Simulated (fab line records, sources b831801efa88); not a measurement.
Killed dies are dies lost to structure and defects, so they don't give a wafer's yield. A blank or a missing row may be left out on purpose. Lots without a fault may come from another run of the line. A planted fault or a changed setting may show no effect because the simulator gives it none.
fab line records | flow sky130
record lots=7 wafers=21 last_day=51
route steps=708 shown PWDE@54 NWELL@56 PAD_OPEN@708
lots that met no fault: from a run of the same line without faults
start_h: hours from the record's first day to the start of the lot's first wafer shown | wait_h: hours since the lot's step before | " the same as in the row above | L1.1+2: a row that stands for several wafers | - no value, or no start given | * or withheld: withheld | < > ~ a bound
route shown NAME@n: a module of which the file shows steps, and the number in the route of the first | usual: mean/standard deviation of fault-free wafers | same: alike in all rows | chamber/n: place in a boat | sites: the reading at each site | _std_site: their standard deviation | _edge_site: outer sites' mean less inner sites' | radius_mm: how far each site lies from the wafer's centre | mask NAME#n: copy n | behind: the tool/chamber that last shaped the wafer | hold: why the lot was held/for how many hours/how that ended | device: the transistor (n, p or np) that didn't switch | end of line: the same wafers' tests at the end of the route | a step without rows: its recipe alone | killed: dies lost to structure and defects at the first sort, not the wafer's yield | map: a wafer's dies, x killed, . not, _ none there
set.NAME: the setting as run; set.NAME@STEP: as run at that earlier step | model.NAME: the simulator's own value behind a step, which no gauge read
lots at some steps of the route; a table a step, a row a wafer
services: from which hour (start_h, from the record's first day; less than 0 if before it) a tool's chamber was out of use, for how many hours, and why
## steps
# step SKY_PWDE_STRIP_09
# recipe chemistry=O2/N2 power_w=1400 pressure_mtorr=1500 platen_temp_c=withheld o2_flow_sccm=3000 n2_flow_sccm=300 overash_fraction=0.5
# usual drypump_motor_current_A=5.7/0.31 oes_product_au=0.723/0.0049 strip_time_to_endpoint_s=36.98/0.11
# columns lot.wafer tool chamber start_h wait_h drypump_motor_current_A oes_product_au rf_hours_counter_h strip_time_to_endpoint_s
L608.3 plasma_asher-02 0 75.06 0.1 5.7 0.719 - 36.79
L608.4 " 1 " " 5.9 0.724 - 36.77
L608.5 " 1 " " 5.9 0.728 - 36.65
L609.2 plasma_asher-01 1 78.98 0.1 5.3 0.723 39 37.01
L609.4 " 1 " " 5.3 0.723 - 36.96
L609.5 " 1 " " 5.3 0.722 - 36.93
L618.2 plasma_asher-02 0 131.78 0.1 5.7 0.718 44 37.05
L618.3 " 0 " " 5.7 0.730 - 37.12
L618.5 " 1 " " 5.9 0.724 - 37.04
L619.1 plasma_asher-04 0 139.43 0.1 5.9 0.712 42 36.84
L619.2 " 1 " " 5.8 0.722 42 36.80
L619.5 " 0 " " 5.9 0.718 - 36.93
L624.1 plasma_asher-04 1 163.43 0.1 5.9 0.728 45 37.04
L624.4 " 0 " " 5.9 0.730 - 36.88
L624.6 " 1 " " 5.9 0.729 - 37.00
L629.1 plasma_asher-04 0 193.79 0.1 5.9 0.721 48 37.06
L629.2 " 1 " " 5.9 0.714 48 36.97
L629.6 " 1 " " 5.9 0.718 - 36.92
L631.1 plasma_asher-02 0 204.53 0.1 5.7 0.723 51 37.07
L631.2 " 1 " " 5.9 0.721 51 37.13
L631.3 " 0 " " 5.7 0.728 - 37.04
# step SKY_PWDE_TW_MEAS_10
# usual PWDE_TW=371.0/2.1
# columns lot.wafer tool chamber start_h wait_h PWDE_TW
L608.3 film_metro-03 - 75.15 0.1 369.2
L608.4 " - " " 368.5
L608.5 " - " " 368.4
L609.2 film_metro-03 - 79.09 0.1 368.5
L609.4 " - " " 369.4
L609.5 " - " " 369.0
L618.2 film_metro-04 - 131.89 0.1 372.5
L618.3 " - " " 373.8
L618.5 " - " " 374.9
L619.1 film_metro-03 - 139.53 0.1 369.5
L619.2 " - " " 369.9
L619.5 " - " " 370.5
L624.1 film_metro-04 - 163.53 0.1 372.3
L624.4 " - " " 373.9
L624.6 " - " " 371.8
L629.1 film_metro-03 - 193.89 0.1 369.7
L629.2 " - " " 370.1
L629.6 " - " " 371.9
L631.1 film_metro-01 - 204.63 0.1 370.3
L631.2 " - " " 373.2
L631.3 " - " " 373.0
# step SKY_NWELL_DEHYDRATE_03
# recipe temp_c=200 time_s=60
# step SKY_NWELL_HMDS_04
# recipe prime_time_s=60 prime_temp_c=120
# step SKY_NWELL_COAT_05
# recipe spin_rpm=2000 resist_thk_nm=3000
# step SKY_NWELL_SOFTBAKE_06
# recipe temp_c=110 time_s=withheld
# step SKY_NWELL_EXPOSE_07
# recipe mask_id=NWM na=0.6 source_shape=conventional sigma_outer=0.6 polarization=unpolarized target_cd_nm=840 dose_mj=255
# step SKY_NWELL_PEB_08
# recipe temp_c=115 time_s=withheld
# step SKY_NWELL_DEVELOP_09
# recipe wall_angle_deg=90 developer=TMAH develop_time_s=60 dev_temp_c=23
# step SKY_NWELL_OVL_MEAS_10
# usual NWELL_00_OVL=0.6/1.5
# columns lot.wafer tool chamber start_h wait_h NWELL_00_OVL[nm]
L608.3 overlay-02 - 94.30 - 2.9
L608.4 " - " " 0.0
L608.5 " - " " 1.9
L609.2 overlay-02 - 98.95 - 2.7
L609.4 " - " " 0.7
L609.5 " - " " 2.3
L618.2 overlay-01 - 153.40 - 1.1
L618.3 " - " " 2.4
L618.5 " - " " 2.3
L619.1 overlay-01 - 161.66 - 0.8
L619.2 " - " " 2.6
L619.5 " - " " 3.0
L624.1 overlay-02 - 186.92 - 2.9
L624.4 " - " " 2.6
L624.6 " - " " 2.7
L629.1 overlay-02 - 217.34 - 2.0
L629.2 " - " " 0.4
L629.6 " - " " -1.0
L631.1 overlay-01 - 227.32 - -1.7
L631.2 " - " " -2.8
L631.3 " - " " -1.3
# step SKY_NWELL_IMPLANT_11
# recipe species=P energy_kev=400 dose_cm2=1.9e+13 tilt_deg=withheld
# step SKY_NWELL_IMPLANT_12
# recipe species=P energy_kev=120 dose_cm2=1.3e+12 tilt_deg=withheld
# step SKY_NWELL_IMPLANT_13
# recipe species=P energy_kev=50 dose_cm2=7e+11 tilt_deg=withheld
# columns lot.wafer tool chamber start_h wait_h
L608.3+4+5 implanter-04 0 94.68 0.1
L608.3+4+5 implanter-04 0 94.99 0.3
L609.2+4+5 implanter-02 0 99.30 0.1
L609.2+4+5 implanter-02 0 99.62 0.3
L618.2+3+5 implanter-04 0 153.75 0.1
L619.1+2+5 implanter-03 0 162.23 0.1
L619.1+2+5 implanter-03 0 162.54 0.3
L624.1+4+6 implanter-02 0 187.25 0.1
L629.1+2+6 implanter-03 0 217.67 0.1
L631.1+2+3 implanter-04 0 227.65 0.1
# step SKY_NWELL_STRIP_14
# recipe chemistry=O2/N2 power_w=1400 pressure_mtorr=1500 platen_temp_c=withheld o2_flow_sccm=3000 n2_flow_sccm=300 overash_fraction=0.5
# usual drypump_motor_current_A=5.63/0.28 oes_product_au=0.722/0.0042 strip_time_to_endpoint_s=36.94/0.11
# columns lot.wafer tool chamber start_h wait_h drypump_motor_current_A oes_product_au rf_hours_counter_h strip_time_to_endpoint_s
L608.3 plasma_asher-03 1 95.13 0.1 5.28 0.718 - 36.81
L608.4 " 0 " " 5.29 0.719 - 37.01
L608.5 " 1 " " 5.28 0.718 - 36.87
L609.2 plasma_asher-02 0 99.74 0.1 5.71 0.713 41 36.92
L609.4 " 0 " " 5.71 0.718 - 36.86
L609.5 " 0 " " 5.71 0.719 - 36.97
L618.2 plasma_asher-02 1 153.88 0.1 5.94 0.734 46 36.88
L618.3 " 1 " " 5.93 0.723 - 36.84
L618.5 " 0 " " 5.70 0.720 - 36.92
L619.1 plasma_asher-03 1 162.69 0.1 5.25 0.727 36 37.06
L619.2 " 0 " " 5.32 0.713 36 37.04
L619.5 " 0 " " 5.34 0.722 - 37.06
L624.1 plasma_asher-04 1 187.40 0.1 5.90 0.719 47 36.81
L624.4 " 1 " " 5.90 0.723 - 36.86
L624.6 " 1 " " 5.85 0.725 - 36.83
L629.1 plasma_asher-02 0 217.82 0.1 5.68 0.722 52 36.92
L629.2 " 1 " " 5.96 0.727 52 36.82
L629.6 " 1 " " 5.96 0.722 - 36.80
L631.1 plasma_asher-04 0 227.80 0.1 5.91 0.718 51 36.94
L631.2 " 1 " " 5.88 0.727 51 36.85
L631.3 " 0 " " 5.90 0.726 - 36.91
# step SKY_NWELL_TW_MEAS_15
# usual NWELL_TW=1805/13
# columns lot.wafer tool chamber start_h wait_h NWELL_TW
L608.3 film_metro-01 - 95.21 0.1 1814
L608.4 " - " " 1814
L608.5 " - " " 1810
L609.2 film_metro-03 - 99.85 0.1 1795
L609.4 " - " " 1807
L609.5 " - " " 1804
L618.2 film_metro-01 - 153.99 0.1 1806
L618.3 " - " " 1824
L618.5 " - " " 1815
L619.1 film_metro-03 - 162.83 0.1 1798
L619.2 " - " " 1786
L619.5 " - " " 1794
L624.1 film_metro-03 - 187.50 0.1 1820
L624.4 " - " " 1807
L624.6 " - " " 1824
L629.1 film_metro-01 - 217.92 0.1 1778
L629.2 " - " " 1794
L629.6 " - " " 1811
L631.1 film_metro-01 - 227.90 0.1 1796
L631.2 " - " " 1805
L631.3 " - " " 1797
# step SKY_NWELL_DEHYDRATE_16
# recipe temp_c=200 time_s=60
# step SKY_NWELL_HMDS_17
# recipe prime_time_s=60 prime_temp_c=120
# step SKY_NWELL_COAT_18
# recipe spin_rpm=2000 resist_thk_nm=3000
# step SKY_NWELL_SOFTBAKE_19
# recipe temp_c=110 time_s=withheld
# step SKY_NWELL_EXPOSE_20
# recipe mask_id=NWM_COMPLEMENT na=0.6 source_shape=conventional sigma_outer=0.6 polarization=unpolarized target_cd_nm=840 dose_mj=260
# step SKY_NWELL_PEB_21
# recipe temp_c=115 time_s=withheld
# step SKY_NWELL_DEVELOP_22
# recipe wall_angle_deg=90 developer=TMAH develop_time_s=60 dev_temp_c=23
# step SKY_NWELL_OVL_MEAS_23
# usual NWELL_01_OVL=-0.7/1.4
# columns lot.wafer tool chamber start_h wait_h NWELL_01_OVL[nm]
L608.3 overlay-01 - 114.23 - -0.6
L608.4 " - " " -3.5
L608.5 " - " " -3.8
L609.2 overlay-01 - 119.77 - -2.9
L609.4 " - " " 0.0
L609.5 " - " " 1.0
L618.2 overlay-01 - 176.50 - -1.3
L618.3 " - " " -2.6
L618.5 " - " " -3.3
L619.1 overlay-02 - 185.59 - 0.4
L619.2 " - " " 0.8
L619.5 " - " " 0.4
L624.1 overlay-02 - 211.04 - -0.2
L624.4 " - " " -0.4
L624.6 " - " " -0.9
L629.1 overlay-01 - 240.34 - 0.2
L629.2 " - " " -1.1
L629.6 " - " " -0.9
L631.1 overlay-02 - 250.02 - 1.1
L631.2 " - " " -0.3
L631.3 " - " " 0.6
# step SKY_NWELL_IMPLANT_24
# recipe species=B energy_kev=140 dose_cm2=9.2e+12 tilt_deg=withheld
# step SKY_NWELL_STRIP_25
# recipe chemistry=O2/N2 power_w=1400 pressure_mtorr=1500 platen_temp_c=withheld o2_flow_sccm=3000 n2_flow_sccm=300 overash_fraction=0.5
# usual drypump_motor_current_A=5.68/0.27 oes_product_au=0.722/0.0045 strip_time_to_endpoint_s=36.91/0.088
# columns lot.wafer tool chamber start_h wait_h drypump_motor_current_A oes_product_au rf_hours_counter_h strip_time_to_endpoint_s
L608.3 plasma_asher-03 1 114.44 0.1 5.26 0.731 - 37.02
L608.4 " 0 " " 5.32 0.720 - 36.95
L608.5 " 0 " " 5.32 0.722 - 36.88
L609.2 plasma_asher-02 0 119.95 0.1 5.70 0.719 43 36.76
L609.4 " 1 " " 5.92 0.716 - 36.92
L609.5 " 1 " " 5.91 0.726 - 36.79
L618.2 plasma_asher-02 0 176.68 0.1 5.68 0.717 48 36.89
L618.3 " 1 " " 5.92 0.719 - 36.84
L618.5 " 0 " " 5.70 0.720 - 36.84
L619.1 plasma_asher-02 1 185.78 0.1 5.92 0.729 49 36.87
L619.2 " 0 " " 5.71 0.717 49 37.11
L619.5 " 1 " " 5.93 0.724 - 36.88
L624.1 plasma_asher-02 1 211.23 0.1 5.93 0.729 52 36.95
L624.4 " 0 " " 5.69 0.719 - 36.94
L624.6 " 0 " " 5.66 0.726 - 37.02
L629.1 plasma_asher-04 1 240.52 0.1 5.86 0.719 52 36.95
L629.2 " 0 " " 5.91 0.721 52 36.96
L629.6 " 0 " " 5.90 0.722 - 36.96
L631.1 plasma_asher-02 0 250.20 0.1 5.69 0.719 56 36.84
L631.2 " 1 " " 5.90 0.716 56 36.83
L631.3 " 0 " " 5.69 0.721 - 36.88
# step SKY_NWELL_TW_MEAS_26
# usual NWELL_2_TW=493.2/2.8
# columns lot.wafer tool chamber start_h wait_h NWELL_2_TW
L608.3 film_metro-03 - 114.52 0.1 492.3
L608.4 " - " " 493.9
L608.5 " - " " 492.2
L609.2 film_metro-03 - 120.06 0.1 490.4
L609.4 " - " " 490.3
L609.5 " - " " 486.9
L618.2 film_metro-03 - 176.79 0.1 493.9
L618.3 " - " " 495.9
L618.5 " - " " 493.5
L619.1 film_metro-04 - 185.88 0.1 495.3
L619.2 " - " " 494.6
L619.5 " - " " 494.1
L624.1 film_metro-03 - 211.33 0.1 494.0
L624.4 " - " " 493.1
L624.6 " - " " 491.5
L629.1 film_metro-04 - 240.62 0.1 493.7
L629.2 " - " " 494.8
L629.6 " - " " 493.0
L631.1 film_metro-04 - 250.30 0.1 495.1
L631.2 " - " " 492.2
L631.3 " - " " 498.9
# step SKY_NWELL_CLEAN_27
# recipe chemistry=SC1/SC2 mix=1:4:20 temp_c=70 time_s=150 dry=n2_spin
# step SKY_NWELL_RTA_28
# recipe temp_c=1050 time_s=30 idle_temp_c=650 ramp_up_c_per_s=150 ramp_down_c_per_s=90 ambient=N2
# usual lamp_power_pct=25.31/0.054 wafer_temp_C_max=1055.0/1
# same time_s=30
# columns lot.wafer tool chamber start_h wait_h lamp_power_pct wafer_temp_C_max
L608.3 rtp_anneal-02 0 114.65 0.0 25.25 1054.6
L608.4 " 0 " " 25.30 1054.8
L608.5 " 0 " " 25.26 1055.6
L609.2 rtp_anneal-01 0 120.18 0.0 25.25 1057.4
L609.4 " 0 " " 25.37 1056.5
L609.5 " 0 " " 25.33 1054.0
L618.2 rtp_anneal-02 0 176.90 0.0 25.33 1053.9
L618.3 " 0 " " 25.27 1054.3
L618.5 " 0 " " 25.31 1056.0
L619.1 rtp_anneal-01 0 185.99 0.0 25.35 1053.1
L619.2 " 0 " " 25.31 1056.2
L619.5 " 0 " " 25.27 1055.7
L624.1 rtp_anneal-02 0 211.44 0.0 25.43 1054.6
L624.4 " 0 " " 25.21 1055.2
L624.6 " 0 " " 25.38 1055.7
L629.1 rtp_anneal-01 0 240.73 0.0 25.31 1054.5
L629.2 " 0 " " 25.30 1055.9
L629.6 " 0 " " 25.31 1055.1
L631.1 rtp_anneal-01 0 250.42 0.0 25.24 1055.6
L631.2 " 0 " " 25.33 1054.6
L631.3 " 0 " " 25.23 1054.4
# step SKY_NWELL_RS_MEAS_29
# recipe thk_meas_gauge=four-point-probe
# usual NWELL_RS=625.6/1.7
# columns lot.wafer tool chamber start_h wait_h NWELL_RS[ohm/sq]
L608.3 film_metro-04 - 114.75 0.1 605.4
L608.4 " - " " 606.9
L608.5 " - " " 606.8
L609.2 film_metro-04 - 120.28 0.1 607.5
L609.4 " - " " 608.4
L609.5 " - " " 608.5
L618.2 film_metro-04 - 177.01 0.1 624.7
L618.3 " - " " 622.9
L618.5 " - " " 625.0
L619.1 film_metro-04 - 186.09 0.1 607.5
L619.2 " - " " 605.4
L619.5 " - " " 607.2
L624.1 film_metro-04 - 211.54 0.1 628.5
L624.4 " - " " 627.9
L624.6 " - " " 626.4
L629.1 film_metro-03 - 240.83 0.1 629.5
L629.2 " - " " 627.2
L629.6 " - " " 627.6
L631.1 film_metro-03 - 250.52 0.1 626.6
L631.2 " - " " 628.1
L631.3 " - " " 625.8
# step SKY_PAD_OPEN_PROBE_99
# usual killed_at_M0_to_M3=42/6.7 killed_at_M4_up=3.0/1.9 killed_at_contacts=24/5.3 killed_at_front_end=16/4.3 killed_at_other=0.4/0.71 killed_dies=85/9.6 killed_open=46/6.5 killed_short=39/6.7
# same gross_dies=492 killed_at_back_side=0
# columns lot.wafer tool chamber start_h wait_h killed_at_M0_to_M3 killed_at_M4_up killed_at_contacts killed_at_front_end killed_at_other killed_dies killed_open killed_short model.etest.pfet_16v.r_on_ohm_um model.etest.nfet_16v.r_on_ohm_um model.etest.pfet_g5v0d10v5.r_on_ohm_um model.etest.tip_p.rs_ohm_sq model.etest.tip_p_5v.rs_ohm_sq model.etest.pfet_01v8.r_on_ohm_um model.etest.pfet_g5v0d10v5.drive_ua_um model.etest.pfet_01v8_lvt.drive_ua_um
L608.3 prober-02 - 1098.15 0.2 51 3 29 19 3 105 60 42 1.554e+04 1.374e+04 5208 7232 3021 3056 302.2 149.7
L608.4 prober-02 - 1098.20 0.2 46 2 28 20 0 96 55 41 1.602e+04 1.397e+04 5247 7174 2964 3074 297.8 147.3
L608.5 prober-02 - 1098.25 0.2 51 2 21 11 3 88 48 37 1.572e+04 1.38e+04 5298 7218 3030 3107 296.6 148
L609.2 prober-01 - 1106.09 0.1 39 2 24 12 1 78 45 33 1.588e+04 1.404e+04 5193 6966 3000 2960 305 149.5
L609.4 prober-01 - 1106.19 0.2 34 9 22 18 0 83 52 31 1.561e+04 1.334e+04 5257 7028 3000 3009 303.4 149
L609.5 prober-01 - 1106.24 0.2 44 3 28 17 1 93 44 49 1.567e+04 1.325e+04 5185 7015 2982 2949 307.8 150.6
L618.2 prober-02 - 1159.39 0.1 51 5 25 17 0 98 47 48 1.532e+04 1.405e+04 4790 6812 2876 2890 333.8 174
L618.3 prober-02 - 1159.44 0.2 37 1 30 17 1 86 45 41 1.619e+04 1.425e+04 4874 6862 2900 2958 331.2 170.8
L618.5 prober-02 - 1159.54 0.2 51 6 23 15 0 95 60 34 1.546e+04 1.404e+04 4866 6820 2911 2957 332.5 171.5
L619.1 prober-01 - 1162.81 0.1 37 2 27 13 1 80 46 33 1.529e+04 1.359e+04 5170 6929 2955 2936 314.5 150.4
L619.2 prober-01 - 1162.86 0.1 37 2 27 14 1 81 45 36 1.57e+04 1.356e+04 5083 6901 2940 2932 319.6 152.5
L619.5 prober-01 - 1163.01 0.2 41 3 22 13 0 79 42 37 1.576e+04 1.367e+04 5201 6868 2950 3051 305.8 148.3
L624.1 prober-02 - 1183.50 0.1 40 1 24 15 0 80 50 30 1.536e+04 1.396e+04 4850 6793 2894 2947 332.9 170.9
L624.4 prober-02 - 1183.65 0.2 45 4 23 12 0 84 40 44 1.551e+04 1.413e+04 4922 6859 2881 2968 324.9 167.5
L624.6 prober-02 - 1183.75 0.2 33 5 25 13 1 77 49 28 1.56e+04 1.398e+04 4839 6853 2907 2918 333.6 169.4
L629.1 prober-01 - 1202.26 0.1 48 6 28 13 0 95 52 43 1.486e+04 1.398e+04 4679 6819 2833 2856 352.5 177.1
L629.2 prober-01 - 1202.31 0.1 41 3 24 15 0 83 46 37 1.485e+04 1.406e+04 4690 6791 2818 2865 350 177.1
L629.6 prober-01 - 1202.51 0.2 41 8 24 12 1 86 41 45 1.491e+04 1.392e+04 4606 6815 2830 2836 353 179.3
L631.1 prober-01 - 1217.01 0.1 43 2 23 19 0 87 43 44 1.48e+04 1.402e+04 4694 6814 2803 2908 344.1 172
L631.2 prober-01 - 1217.06 0.1 48 3 26 14 1 92 49 40 1.509e+04 1.392e+04 4771 6744 2811 2935 342.3 169.3
L631.3 prober-01 - 1217.11 0.2 38 3 15 19 1 76 42 34 1.53e+04 1.379e+04 4696 6783 2838 2895 348.6 172.8
# killed by level:class
L608.3 VIA1:geometric_particle:open=14 CONTACT:geometric_particle:open=11 VIA3:geometric_particle:open=9 VIA2:geometric_particle:open=7 FIELD_ISO:geometric_particle:short=6 LI_CONTACT:geometric_particle:open=6 CONTACT:geometric_particle:short=6 METAL2:geometric_particle:short=6
L608.4 VIA1:geometric_particle:open=17 CONTACT:geometric_particle:open=13 VIA1:geometric_particle:short=9 FIELD_ISO:geometric_particle:open=5 CONTACT:geometric_particle:short=5 FIELD_ISO:geometric_particle:short=4 POLY_GATE:geometric_particle:short=4 POLY_GATE:geometric_particle:open=4
L608.5 VIA1:geometric_particle:open=11 CONTACT:geometric_particle:open=9 METAL2:geometric_particle:short=8 VIA3:geometric_particle:open=7 VIA2:geometric_particle:open=6 FIELD_ISO:geometric_particle:open=5 METAL1:geometric_particle:short=5 VIA1:geometric_particle:short=5
L609.2 VIA1:geometric_particle:open=13 LI_CONTACT:geometric_particle:open=6 CONTACT:geometric_particle:open=5 METAL3:geometric_particle:short=5 VIA3:geometric_particle:open=5 POLY_GATE:geometric_particle:short=4 LI_CONTACT:geometric_particle:short=4 CONTACT:geometric_particle:short=4
L609.4 FIELD_ISO:geometric_particle:open=8 METAL4:geometric_particle:short=8 LI_CONTACT:geometric_particle:open=8 VIA3:geometric_particle:open=8 VIA1:geometric_particle:open=8 POLY_GATE:geometric_particle:open=6 CONTACT:geometric_particle:open=6 METAL1:geometric_particle:short=5
L609.5 VIA2:geometric_particle:open=7 LOCAL_INTERCONNECT:geometric_particle:short=7 CONTACT:geometric_particle:open=7 VIA1:geometric_particle:open=7 METAL1:geometric_particle:short=6 LI_CONTACT:geometric_particle:open=5 VIA3:geometric_particle:open=5 VIA3:geometric_particle:short=5
L618.2 VIA1:geometric_particle:open=17 METAL2:geometric_particle:short=11 VIA3:geometric_particle:open=8 CONTACT:geometric_particle:open=7 CONTACT:geometric_particle:short=6 POLY_GATE:geometric_particle:short=5 LI_CONTACT:geometric_particle:open=5 VIA1:geometric_particle:short=5
L618.3 VIA1:geometric_particle:open=11 FIELD_ISO:geometric_particle:open=7 LI_CONTACT:geometric_particle:open=6 LOCAL_INTERCONNECT:geometric_particle:short=6 CONTACT:geometric_particle:open=6 LI_CONTACT:geometric_particle:short=5 CONTACT:geometric_particle:short=5 VIA2:geometric_particle:open=5
L618.5 VIA1:geometric_particle:open=15 VIA2:geometric_particle:open=7 CONTACT:geometric_particle:open=6 METAL1:geometric_particle:open=6 FIELD_ISO:geometric_particle:open=5 METAL2:geometric_particle:short=5 LI_CONTACT:geometric_particle:open=5 CONTACT:geometric_particle:short=5
L619.1 CONTACT:geometric_particle:open=12 VIA1:geometric_particle:open=11 VIA1:geometric_particle:short=9 CONTACT:geometric_particle:short=7 VIA2:geometric_particle:open=7 POLY_GATE:geometric_particle:open=6 METAL1:geometric_particle:short=5 LI_CONTACT:geometric_particle:open=4
L619.2 LI_CONTACT:geometric_particle:open=9 VIA1:geometric_particle:open=9 CONTACT:geometric_particle:open=7 LOCAL_INTERCONNECT:geometric_particle:short=5 METAL1:geometric_particle:short=5 VIA1:geometric_particle:short=5 FIELD_ISO:geometric_particle:short=4 FIELD_ISO:geometric_particle:open=4
L619.5 CONTACT:geometric_particle:open=10 VIA1:geometric_particle:open=7 VIA2:geometric_particle:open=7 METAL1:geometric_particle:short=6 VIA1:geometric_particle:short=6 LI_CONTACT:geometric_particle:open=5 FIELD_ISO:geometric_particle:open=4 CONTACT:geometric_particle:short=4
L624.1 VIA1:geometric_particle:open=14 CONTACT:geometric_particle:open=9 VIA2:geometric_particle:open=5 FIELD_ISO:geometric_particle:open=4 LI_CONTACT:geometric_particle:open=4 LOCAL_INTERCONNECT:geometric_particle:short=4 VIA1:geometric_particle:short=4 FIELD_ISO:geometric_particle:short=3
L624.4 VIA1:geometric_particle:open=9 LOCAL_INTERCONNECT:geometric_particle:short=7 METAL1:geometric_particle:short=7 LI_CONTACT:geometric_particle:open=6 VIA3:geometric_particle:open=6 CONTACT:geometric_particle:open=5 VIA2:geometric_particle:open=5 FIELD_ISO:geometric_particle:open=4
L624.6 VIA1:geometric_particle:open=12 CONTACT:geometric_particle:open=10 VIA3:geometric_particle:open=8 FIELD_ISO:geometric_particle:open=6 LOCAL_INTERCONNECT:geometric_particle:short=5 CONTACT:geometric_particle:short=3 LI_CONTACT:geometric_particle:short=3 METAL2:geometric_particle:open=3
L629.1 CONTACT:geometric_particle:open=12 VIA2:geometric_particle:open=11 VIA1:geometric_particle:open=11 VIA1:geometric_particle:short=9 METAL1:geometric_particle:short=9 LI_CONTACT:geometric_particle:open=6 METAL4:geometric_particle:short=6 FIELD_ISO:geometric_particle:open=5
L629.2 CONTACT:geometric_particle:open=9 VIA2:geometric_particle:open=9 LI_CONTACT:geometric_particle:open=7 VIA3:geometric_particle:open=7 VIA1:geometric_particle:short=7 VIA1:geometric_particle:open=7 CONTACT:geometric_particle:short=5 METAL2:geometric_particle:short=5
L629.6 VIA1:geometric_particle:open=9 METAL2:geometric_particle:short=8 LI_CONTACT:geometric_particle:open=7 METAL4:geometric_particle:short=6 CONTACT:geometric_particle:open=6 LOCAL_INTERCONNECT:geometric_particle:short=5 VIA3:geometric_particle:open=5 VIA2:geometric_particle:short=4
L631.1 VIA1:geometric_particle:open=10 METAL1:geometric_particle:short=7 CONTACT:geometric_particle:short=7 FIELD_ISO:geometric_particle:short=6 FIELD_ISO:geometric_particle:open=6 LI_CONTACT:geometric_particle:open=5 CONTACT:geometric_particle:open=5 VIA3:geometric_particle:open=5
L631.2 CONTACT:geometric_particle:open=14 VIA1:geometric_particle:open=10 VIA1:geometric_particle:short=6 VIA3:geometric_particle:open=6 VIA2:geometric_particle:open=5 FIELD_ISO:geometric_particle:open=4 LOCAL_INTERCONNECT:geometric_particle:short=4 CONTACT:geometric_particle:short=4
L631.3 VIA1:geometric_particle:open=9 CONTACT:geometric_particle:open=6 CONTACT:geometric_particle:short=6 VIA3:geometric_particle:open=6 FIELD_ISO:geometric_particle:open=5 POLY_GATE:geometric_particle:open=5 METAL2:geometric_particle:short=5 VIA1:geometric_particle:short=4
## services
# columns tool chamber start_h hours kind
plasma_asher-02 - 60.12 9.7 repair
implanter-03 - 65.97 3.5 pm
implanter-03 - 85.33 2.0 repair
plasma_asher-02 - 86.32 2.8 repair
implanter-04 - 95.43 1.0 repair
implanter-02 - 101.68 8.7 pm
plasma_asher-04 - 103.02 1.0 repair
plasma_asher-01 - 108.75 9.0 pm
plasma_asher-01 0 108.75 9.0 vent_cycle
plasma_asher-01 1 108.75 9.0 vent_cycle
plasma_asher-01 0 117.75 - clean
plasma_asher-01 1 117.75 - clean
plasma_asher-02 - 142.43 8.7 repair
implanter-02 - 154.64 10.0 repair
implanter-04 - 161.36 1.5 repair
rtp_anneal-01 - 165.27 5.5 pm
implanter-03 - 166.54 4.1 repair
plasma_asher-01 - 170.90 0.9 repair
implanter-03 - 190.70 1.8 repair
implanter-04 - 193.44 9.9 repair
plasma_asher-01 - 208.59 2.8 repair
implanter-02 - 216.30 6.4 pm
implanter-02 - 222.71 24.0 pm
## key
first_sign step=SKY_NWELL_IMPLANT_13 reading=visit direction=added
effect step=SKY_NWELL_RS_MEAS_29 reading=NWELL_RS direction=down sigmas=11 usual=625.6 struck=607.1
model_effect step=SKY_PAD_OPEN_PROBE_99 value=etest.pfet_16v.r_on_ohm_um without=1.517e+04 struck=1.569e+04
met_at SKY_NWELL_IMPLANT_13
struck_wafers L608.3,L608.4,L608.5,L609.2,L609.4,L609.5,L619.1,L619.2,L619.5
tester_left_out L608,L609,L619
fault kind=repeated_step_whole tool=implanter-02,implanter-03,implanter-04 chamber=- onset_h=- steps=SKY_NWELL_IMPLANT_13 times=1 scope=struck_lots_only
# tester_left_out: of these lots the tester's yield and bins aren't shown, on N5 and GAA mostly nor the transistor test; their killed dies are dies lost to structure and defects alone, not to doping, threshold or leakage, so they don't give the yield
